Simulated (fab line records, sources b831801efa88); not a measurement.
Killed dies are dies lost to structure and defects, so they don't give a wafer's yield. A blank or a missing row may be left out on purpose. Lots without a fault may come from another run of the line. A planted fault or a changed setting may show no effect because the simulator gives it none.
Problem report in the 8D (eight disciplines) form, filled by code | flow sfq_line | the parts of the form that need people (team, actions taken, sign-off) are left out

1. THE PROBLEM
oes_product_au at SFQ_TRILAYER_M5_ETCH_METAL_ETCH_126 reads a mean of 0.804 a.u. on 2 wafers of 2 lots; wafers without a fault read 0.729 a.u. with a standard deviation of 0.0062. That is +12 standard deviations from the usual mean.
The step: etches Nb in Cl2/BCl3, stops on SiO2, time 203.2 s, target depth 265 nm.
First seen on wafer L857.2, day 54 20:31, on rie_metal-03. The record holds 42 wafers of 14 lots with a number at this step. Rule for "out", or "out of limits": more than 4 standard deviations from the usual mean. The other wafers with a number count as sound.

2. WHAT IT IS AND WHAT IT IS NOT
question                    | is                         | is not
which readings at this step | oes_product_au             | drypump_motor_current_A
which lots                  | L857, L860                 | L852, L853, L856, L858, L861, L866, L867, L868, L869, L871, L872, L875
which wafers of those lots  | L857.2, L860.2             | L857.4, L857.6, L860.4, L860.5
read on which tools         | rie_metal-01, rie_metal-03 | rie_metal-04
when                        | from day 54 20:31          | up to then (11 sound wafers); but 29 sound wafers of L858, L860, L861, L866, L867, L868, L869, L871, L872, L875 came after

3. SUSPECTS, AND WHAT RULES EACH OUT
Counting: a tool at a process step up to the reading stays a suspect if it ran every lot that is out. Sound lots after the first of them don't rule it out here, since some wafers of a struck lot are sound.
- pvd_sputter-03 at SFQ_TRILAYER_JJ_TRILAYER_DEP_SPUTTER_109 (material Nb, target thk 150 nm, time 100 s): kept. It ran every lot that is out, first L857 (day 53 17:13); its last sound lot up to then is L856 (day 53 08:37).
Left after counting: pvd_sputter-03 at SFQ_TRILAYER_JJ_TRILAYER_DEP_SPUTTER_109.

4. THE CAUSE (what the simulator had put in)
Process parameter drift: pvd_sputter-03, from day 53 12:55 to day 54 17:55, at SFQ_TRILAYER_JJ_TRILAYER_DEP_SPUTTER_109. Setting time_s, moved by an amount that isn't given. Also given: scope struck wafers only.
Counting left only this tool.

5. THE CHAIN OF EFFECTS, in route order
Each row: a reading whose mean over the struck wafers that have a number lies more than 3 standard deviations from the usual. Only readings for which the record gives a usual standard deviation are gone through. hours: the time from each lot's start at the first step in this table that gives one to its start at this step, as a median over the lots. sigmas: the change in usual standard deviations.
hours | step                                | reading        | usual      | on struck wafers | change | sigmas
0     | SFQ_TRILAYER_M5_ETCH_METAL_ETCH_126 | oes_product_au | 0.729 a.u. | 0.804            | +0.076 | +12
The process steps in it:
- SFQ_TRILAYER_M5_ETCH_METAL_ETCH_126: etches Nb in Cl2/BCl3, stops on SiO2, time 203.2 s, target depth 265 nm.
Later measuring or inspecting steps at which every struck wafer that the step has a row for has a number for every such reading, and none has moved that far: SFQ_I7_BOW_MEAS_946.

6. WHAT WOULD HAVE CAUGHT IT SOONER
In this record the first reading out of limits was taken at day 54 20:31, 32 hours after the fault began at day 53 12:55.
Of the tool readings at SFQ_TRILAYER_JJ_TRILAYER_DEP_SPUTTER_109 for which the record gives a usual standard deviation, none was out on any struck wafer, so an alarm limit of 4 standard deviations on them would not have fired.
All the lots that are out (2) had begun SFQ_TRILAYER_JJ_TRILAYER_DEP_SPUTTER_109 on pvd_sputter-03 by day 54 20:31. A hold on the tool at that time would have spared none of them.
